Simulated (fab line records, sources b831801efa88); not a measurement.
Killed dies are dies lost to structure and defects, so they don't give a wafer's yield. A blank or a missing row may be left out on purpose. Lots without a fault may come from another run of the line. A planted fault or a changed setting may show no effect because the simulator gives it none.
One fault seen from 2 desks | flow gf180mcu | each desk has only its own numbers; what lay behind them comes last

THE METROLOGY DESK
What the gauges read, lot by lot, whatever tool the lot ran on: means of the sampled wafers that have a number. A lot is out of limits, marked OUT, if its mean lies more than 4 standard deviations from the usual mean; the brackets give that distance.
Columns: A = V4_CVD_02_THK at GF_V4_THK_MEAS_03, usual 847 nm
lot  | first seen here | A
L120 | day 23 15:14    | 844
L123 | day 24 22:37    | 859
L124 | day 25 01:34    | 845
L125 | day 25 20:25    | 840
L126 | day 25 23:37    | 852
L127 | day 26 05:37    | 837
L128 | day 26 06:47    | 852
L130 | day 27 03:56    | 854
L131 | day 27 09:26    | 849
L137 | day 29 03:05    | 844
L139 | day 29 18:23    | 848
L141 | day 30 04:27    | 834
L142 | day 30 11:29    | 841
L143 | day 30 18:08    | 837
This desk's finding: nothing out of limits on any of the 14 lots.

THE TOOL OWNER'S DESK: litho_track-01
The tool's own readings at GF_V5_HMDS_07 (prime time 60 s): means of the sampled wafers that have a number, for each lot that ran on this tool. A lot is out of limits, marked OUT, if its mean lies more than 4 standard deviations from the usual mean; the brackets give that distance.
Columns: A = prime_temp_c at GF_V5_HMDS_07, usual 120.01 C
lot  | first seen here | A
L120 | day 26 23:14    | 120.07
L123 | day 28 03:31    | 120.01
L124 | day 28 05:01    | 120.11
L125 | day 28 22:28    | 120.13
L128 | day 29 08:28    | 125.05 (+36) OUT
L131 | day 30 08:08    | 125.24 (+37) OUT
L142 | day 33 04:07    | 120.08
This desk's finding: out of limits on L128, L131; first on L128, day 29 08:28 (prime_temp_c at GF_V5_HMDS_07). In limits: L120, L123, L124, L125, L142.

PUT TOGETHER
The tool owner's desk could have raised an alarm at day 29 08:28, on L128, L131.
The metrology desk saw nothing out of limits.
The metrology desk has L128, L131 on record, within its limits.
Of the lots named, all ran GF_V5_HMDS_07 on litho_track-01.

WHAT THE SIMULATOR HAD PUT IN
Process parameter drift: litho_track-01, from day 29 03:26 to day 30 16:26, at GF_V5_HMDS_07. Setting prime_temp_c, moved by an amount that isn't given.
Lots struck among those shown: L128, L131.
Hours from the fault's start to each desk's first reading out of limits: the tool owner's desk, 5.
